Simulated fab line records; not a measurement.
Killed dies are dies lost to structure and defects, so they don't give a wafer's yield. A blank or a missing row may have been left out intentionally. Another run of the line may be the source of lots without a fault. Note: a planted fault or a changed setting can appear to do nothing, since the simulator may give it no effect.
Struck lot and sound lot, side by side ; flow sky130 ; 16 out of 708 route steps
Sound: these wafers, L790.1, L790.2, L790.4. Wafers L795.2, L795.3, L795.6 were the ones struck. Last of all comes the cause.
Per side, at each step with rows, come the tool, then ch with its chambers, and then its first start. Under that, the readings that differ: sound wafers ; struck wafers ; difference of the means ; sigmas: that difference in standard deviations of wafers without a fault.
alike: words and numbers the same on both sides, and readings whose means are apart by under 2 such deviations; not compared: readings that were withheld, readings missing a value for some wafer, numbers with overlapping values and no deviation given by the record, and bounds like >300 which may hide the same value.
The two part at a step that has a row with sigmas, a row that says differs or no value, or rows on one side only. Numbers that don't overlap but have no deviation are shown without sigmas and don't part them. A reading missing from all wafers of one side parts the sides only when that side holds two or more wafers.

first, 2 steps without rows for these wafers: SKY_NWELL_IMPLANT_12; SKY_NWELL_IMPLANT_13.
SKY_NWELL_STRIP_14: strips in O2/N2.
  sound on plasma asher-03 ch 0,1, day 5 08:28; struck on plasma asher-03 ch 0,1, day 6 14:18
  alike: chamber pressure mTorr, drypump motor current A, oes product au, strip time to endpoint s
  not compared: rf hours counter h
SKY_NWELL_TW_MEAS_15:
  sound on film metro-04, day 5 08:34; struck on film metro-04, day 6 14:25
  alike: NWELL_TW
then, 7 steps without rows for these wafers: SKY_NWELL_DEHYDRATE_16 (time 60 s); SKY_NWELL_HMDS_17 (prime time 60 s); SKY_NWELL_COAT_18 (resist thk 3000 nm); SKY_NWELL_SOFTBAKE_19; SKY_NWELL_EXPOSE_20 (exposes mask NWM COMPLEMENT, target cd 840 nm); SKY_NWELL_PEB_21; SKY_NWELL_DEVELOP_22 (develop time 60 s).
SKY_NWELL_OVL_MEAS_23:
  sound on overlay-01, day 6 02:14; struck on overlay-01, day 7 10:08
  alike: NWELL_01_OVL
SKY_NWELL_IMPLANT_24:
  sound on implanter-02 ch 0, day 6 02:16; struck on implanter-02 ch 0, day 7 10:11
reading;sound;struck;difference;sigmas
dose ions cm2;9.205e+12 9.209e+12 9.205e+12;1.0863e+13 1.0868e+13 1.0877e+13;+1.6630e+12;+99 or more
faraday current uA;53.1 51.4 53.7;59.4 61.5 60.9;+7.9;+8
SKY_NWELL_STRIP_25: strips in O2/N2.
  sound on plasma asher-03 ch 0,1, day 6 02:25; struck on plasma asher-02 ch 1, day 7 10:19
  alike: chamber pressure mTorr, drypump motor current A, oes product au, strip time to endpoint s
  not compared: rf hours counter h
SKY_NWELL_TW_MEAS_26:
  sound on film metro-01, day 6 02:31; struck on film metro-03, day 7 10:39
reading;sound;struck;difference;sigmas
NWELL_2_TW;502 501 502;525 526 522;+23;+6
  not compared: hold
-- the record jumps here: 41 days lie between the struck wafers' starts before and after (it left off in module NWELL and takes up again in module PAD_OPEN, whose first step shown is number 708 of the route) --
SKY_PAD_OPEN_PROBE_99:
  sound on prober-01, day 46 15:58; struck on prober-02, day 48 04:28
reading;sound;struck;difference;sigmas
model.etest.pfet_16v.r on ohm um;1.518e+04 1.488e+04 1.58e+04;1.429e+04 1.481e+04 1.47e+04;-6.867e+02;
model.etest.res pwell under gate.rs ohm sq;2274 2291 2300;2032 2045 2042;-249;
model.etest.field n.vt v (V);36.02 35.67 36.29;39.82 40.47 40.51;+4.27;
model.etest.nfet_05v0_nvt.body rise v (V);0.3967 0.3961 0.4013;0.4113 0.4155 0.4079;+0.0135;
  alike: killed_at_M0_to_M3, killed_at_M4_up, killed at contacts, killed at front end, killed at other, killed dies, killed open, killed short
  not compared: model.etest.pfet_16v.drive ua um, model.etest.nfet_05v0_nvt.vt sat v, model.etest.nfet_05v0_nvt.vt v, model.etest.nfet_05v0_nvt.vt long v

## WHERE THEY PART
At SKY_NWELL_IMPLANT_24 first; at SKY_NWELL_TW_MEAS_26 last (within this record only). Later steps at which nothing parts them and some readings are alike: SKY_PAD_OPEN_PROBE_99.

WHY: what had been put in by the simulator
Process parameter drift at SKY_NWELL_IMPLANT_24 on implanter-02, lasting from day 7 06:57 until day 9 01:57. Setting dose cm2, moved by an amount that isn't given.
